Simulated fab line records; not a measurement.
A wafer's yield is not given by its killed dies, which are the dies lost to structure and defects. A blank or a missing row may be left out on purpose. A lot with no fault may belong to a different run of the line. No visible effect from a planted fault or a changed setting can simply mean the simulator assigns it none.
Which tool is to blame?    flow gf180mcu    33 wafers from 11 lots sampled at 4 of the route's 602 steps

WHAT THE GAUGES READ, wafer by wafer
GF_CONTACT_RS_MEAS_25: measurement is done with a four-point probe. Usual: for CONTACT_W_RS the level is 0.380 ohm/sq and the standard deviation is 0.0038.
lot   measured      on             CONTACT_W_RS (ohm/sq)                flag
L331  day 15 22:49  film metro-02  0.374 0.379 0.382                    
L333  day 16 13:33  film metro-04  0.379 0.380 0.257 0.378 0.380 0.257  OFF
L334  day 17 01:04  film metro-04  0.380 0.385 0.258 0.380 0.386 0.257  OFF
L337  day 18 05:53  film metro-02  0.383 0.378 0.378                    
L345  day 21 11:50  film metro-02  0.379 0.383 0.370                    
L346  day 21 22:50  film metro-04  0.376 0.376 0.372                    
L347  day 22 05:56  film metro-02  0.373 0.376 0.376                    
L348  day 22 10:24  film metro-02  0.377 0.381 0.377                    
L349  day 22 20:47  film metro-04  0.378 0.384 0.387                    
L351  day 23 12:32  film metro-04  0.386 0.387 0.382                    
L354  day 24 11:56  film metro-04  0.383 0.379 0.378                    

GF_CONTACT_THK_MEAS_26: measures by xrf. Usual: for CONTACT_W_THK the level is 307 nm and the standard deviation is 3.7.
lot   measured      on             CONTACT_W_THK (nm)       flag
L331  day 15 22:56  film metro-02  311 306 302              
L333  day 16 18:41  film metro-04  310 306 453 308 307 454  OFF
L334  day 17 03:05  film metro-04  311 304 457 312 305 458  OFF
L337  day 18 05:59  film metro-02  302 306 307              
L345  day 21 11:57  film metro-02  308 303 316              
L346  day 21 22:58  film metro-04  310 311 315              
L347  day 22 06:03  film metro-02  311 311 310              
L348  day 22 10:30  film metro-02  308 306 310              
L349  day 22 20:54  film metro-04  310 303 303              
L351  day 23 12:39  film metro-04  300 300 304              
L354  day 24 12:03  film metro-04  308 312 311              

WHICH TOOL RAN EACH LOT (tool, then ch and the chambers of the sampled wafers, then the start)
lot   GF_SALICIDE_RTA_08                GF_CONTACT_CVD_24
L331  rtp anneal-01 ch 0, day 15 00:31  cvd w-01 ch 0,1, day 15 22:43
L333  rtp anneal-02 ch 0, day 15 15:15  cvd w-01 ch 0,1, day 16 13:26
L334  rtp anneal-01 ch 0, day 16 01:41  cvd w-01 ch 0,1, day 17 00:58
L337  rtp anneal-01 ch 0, day 17 05:11  cvd w-02 ch 0,1, day 18 05:45
L345  rtp anneal-01 ch 0, day 20 10:10  cvd w-01 ch 0,1, day 21 11:44
L346  rtp anneal-01 ch 0, day 20 21:20  cvd w-01 ch 1, day 21 22:44
L347  rtp anneal-02 ch 0, day 21 05:11  cvd w-01 ch 0,1, day 22 05:50
L348  rtp anneal-01 ch 0, day 21 09:13  cvd w-02 ch 0,1, day 22 10:18
L349  rtp anneal-01 ch 0, day 21 19:53  cvd w-01 ch 0,1, day 22 20:40
L351  rtp anneal-01 ch 0, day 22 12:19  cvd w-01 ch 0,1, day 23 12:26
L354  rtp anneal-02 ch 0, day 23 12:14  cvd w-02 ch 0,1, day 24 11:50
- GF_SALICIDE_RTA_08: time 30 s.
- GF_CONTACT_CVD_24: deposits W, target thk 300 nm, time 90.339 s.

WHAT THE TOOLS THEMSELVES READ (means of the sampled wafers that have a number; where no wafer has one, the mark that the record gives instead)
GF_SALICIDE_RTA_08. Usual: lamp power pct 19.22 %, standard deviation 0.29; wafer_temp_C_max 804.3, standard deviation 1.5.
lot   tool           lamp power pct (%)  wafer_temp_C_max  flag
L331  rtp anneal-01  19.54               806.0             
L333  rtp anneal-02  18.99               803.0             
L334  rtp anneal-01  19.56               805.3             
L337  rtp anneal-01  19.57               805.6             
L345  rtp anneal-01  19.55               805.7             
L346  rtp anneal-01  19.55               805.8             
L347  rtp anneal-02  18.98               802.9             
L348  rtp anneal-01  19.57               806.1             
L349  rtp anneal-01  19.56               806.0             
L351  rtp anneal-01  19.58               805.5             
L354  rtp anneal-02  18.97               803.1             

GF_CONTACT_CVD_24. Usual: chamber pressure Torr 40.00 Torr, standard deviation 0.085; heater power w 908 W, standard deviation 77.
lot   tool      chamber pressure Torr (Torr)  heater power w (W)  flag
L331  cvd w-01  39.95                         1007                
L333  cvd w-01  39.96                         928                 
L334  cvd w-01  39.92                         931                 
L337  cvd w-02  40.00                         871                 
L345  cvd w-01  40.03                         909                 
L346  cvd w-01  39.98                         1007                
L347  cvd w-01  39.91                         924                 
L348  cvd w-02  40.03                         875                 
L349  cvd w-01  40.06                         920                 
L351  cvd w-01  40.01                         909                 
L354  cvd w-02  40.01                         885                 

THE ANSWER, worked out from the rows above alone
Rule: take the mean of a lot's wafers that have a number; if it is more than 3 standard deviations from the usual mean, the lot is off. Also off: a lot with no number at a reading for which 4 or more lots have one. Where the step has rows for the other lots, those lots are counted as sound. Order of review: gauges by route order, followed by the tools' own readings, for which a lot's mean as printed above is used. At the first step where some lot is off, the reading lying furthest off is the one used; lots without a number count as furthest.
Off: at GF_CONTACT_RS_MEAS_25 (CONTACT_W_RS), L333, L334.
If a tool, at a process step before that reading, ran all the lots that are off and no sound lot after the first of them, it fits. Gauges at GF_CONTACT_RS_MEAS_25: tried the same way as those tools. No candidate that was tried fits.

WHAT THE SIMULATOR HAD PUT IN
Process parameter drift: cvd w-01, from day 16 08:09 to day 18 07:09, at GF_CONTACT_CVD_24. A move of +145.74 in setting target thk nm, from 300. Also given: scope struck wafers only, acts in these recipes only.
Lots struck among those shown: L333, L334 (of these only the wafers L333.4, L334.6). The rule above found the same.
